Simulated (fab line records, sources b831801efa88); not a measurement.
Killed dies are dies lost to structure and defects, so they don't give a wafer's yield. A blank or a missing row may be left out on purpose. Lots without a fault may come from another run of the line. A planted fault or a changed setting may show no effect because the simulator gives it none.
A struck lot beside a sound one | flow sky130 | 19 steps out of a route of 708
Sound: wafers L482.2, L482.3, L482.6. Struck: wafers L488.1, L488.3, L488.4. The cause comes at the end.
At each step with rows: each side's tool, then ch and its chambers, then its first start. Under that, the readings that differ: sound wafers | struck wafers | difference of the means | sigmas: that difference in standard deviations of wafers without a fault.
alike: readings whose means differ by less than 2 such deviations, and words and numbers that are the same on both sides. not compared: withheld readings, readings that some wafer has no value for, bounds like >300 that may hide the same value, and numbers for which the record gives no deviation and whose values overlap.
The two part at a step that has a row with sigmas, a row that says differs or no value, or rows on one side only. Numbers that don't overlap but have no deviation are shown without sigmas and don't part them. A reading that every wafer of one side lacks parts them only if that side has two wafers or more.

first, 3 steps without rows for these wafers: SKY_VT_ADJUST_NCORE_EXPOSE_04 (exposes mask LVTN COMPLEMENT THIN, target cd 380 nm); SKY_VT_ADJUST_NCORE_PEB_05; SKY_VT_ADJUST_NCORE_DEVELOP_06 (develop time 60 s).
SKY_VT_ADJUST_NCORE_CD_MEAS_07: target cd 380 nm.
  sound on cd_sem-01, day 9 21:26; struck on cd_sem-02, day 12 04:01
  reading    | sound       | struck      | difference | sigmas
  cd_nm (nm) | 377 376 377 | 383 383 383 | +6         | +2
SKY_VT_ADJUST_NCORE_OVL_MEAS_08:
  sound on overlay-01, day 9 21:32; struck on overlay-02, day 12 04:08
  alike: VT_ADJUST_NCORE_OVL
then, 1 step without rows for these wafers: SKY_VT_ADJUST_NCORE_IMPLANT_09.
SKY_VT_ADJUST_NCORE_STRIP_10: strips in O2/N2.
  sound on plasma_asher-02 ch 0,1, day 9 21:43; struck on plasma_asher-03 ch 0,1, day 12 04:19
  alike: drypump_motor_current_A, oes_product_au, strip_time_to_endpoint_s
  not compared: rf_hours_counter_h
SKY_VT_ADJUST_NCORE_TW_MEAS_11:
  sound on film_metro-03, day 9 21:50; struck on film_metro-01, day 12 04:25
  alike: VT_ADJUST_NCORE_TW
then, 4 steps without rows for these wafers: SKY_VT_ADJUST_HVTR_DEHYDRATE_00 (time 60 s); SKY_VT_ADJUST_HVTR_HMDS_01 (prime time 60 s); SKY_VT_ADJUST_HVTR_COAT_02 (resist thk 1154 nm); SKY_VT_ADJUST_HVTR_SOFTBAKE_03 (time 60 s).
SKY_VT_ADJUST_HVTR_EXPOSE_04: exposes mask HVTRM, target cd 380 nm.
  sound on iline_stepper-02 ch 0, day 10 08:23; struck on iline_stepper-02 ch 0, day 12 16:49
  reading                                | sound                   | struck            | difference | sigmas
  model.VT_ADJUST_HVTR.overlay_x_nm (nm) | -0.5122 -0.5122 -0.5122 | 113.9 113.9 113.9 | +114.4     |
  alike: mask, exposure_dose_mJ_cm2
then, 2 steps without rows for these wafers: SKY_VT_ADJUST_HVTR_PEB_05; SKY_VT_ADJUST_HVTR_DEVELOP_06 (develop time 60 s).
SKY_VT_ADJUST_HVTR_CD_MEAS_07: target cd 380 nm.
  sound on cd_sem-02, day 10 19:08; struck on cd_sem-01, day 13 05:33
  alike: cd_nm
SKY_VT_ADJUST_HVTR_OVL_MEAS_08:
  sound on overlay-02, day 10 19:15; struck on overlay-01, day 13 05:40
  reading                 | sound       | struck            | difference | sigmas
  VT_ADJUST_HVTR_OVL (nm) | 1.7 0.3 1.7 | 114.0 112.3 114.1 | +112.2     | +75
then, 1 step without rows for these wafers: SKY_VT_ADJUST_HVTR_IMPLANT_09.
-- the record jumps here: 36 days lie between the struck wafers' starts before and after (it left off in module VT_ADJUST_HVTR and takes up again in module PAD_OPEN, whose first step shown is number 708 of the route) --
SKY_PAD_OPEN_PROBE_99:
  sound on prober-02, day 46 21:29; struck on prober-01, day 49 01:04
  reading                                  | sound                   | struck                  | difference | sigmas
  model.etest.pfet_01v8_mvt.drive_ua_um    | 152.4 153.4 150.5       | 146.2 147.4 146.2       | -5.5       |
  model.etest.pfet_01v8_mvt.off_log10_a_um | -10.69 -10.54 -10.66    | -11.13 -11.13 -11.31    | -0.56      |
  model.etest.pfet_01v8_mvt.vt_sat_v (V)   | -0.5681 -0.5754 -0.5778 | -0.6328 -0.6353 -0.6341 | -0.0603    |
  model.etest.pfet_01v8_mvt.vt_v (V)       | -0.6549 -0.6602 -0.6622 | -0.712 -0.7154 -0.7139  | -0.055     |
  alike: killed_at_M0_to_M3, killed_at_M4_up, killed_at_contacts, killed_at_front_end, killed_at_other, killed_dies, killed_open, killed_short

WHERE THEY PART
First at SKY_VT_ADJUST_NCORE_CD_MEAS_07; last, within this record, at SKY_VT_ADJUST_HVTR_OVL_MEAS_08. Later steps at which nothing parts them and some readings are alike: SKY_PAD_OPEN_PROBE_99.

WHY: what the simulator had put in
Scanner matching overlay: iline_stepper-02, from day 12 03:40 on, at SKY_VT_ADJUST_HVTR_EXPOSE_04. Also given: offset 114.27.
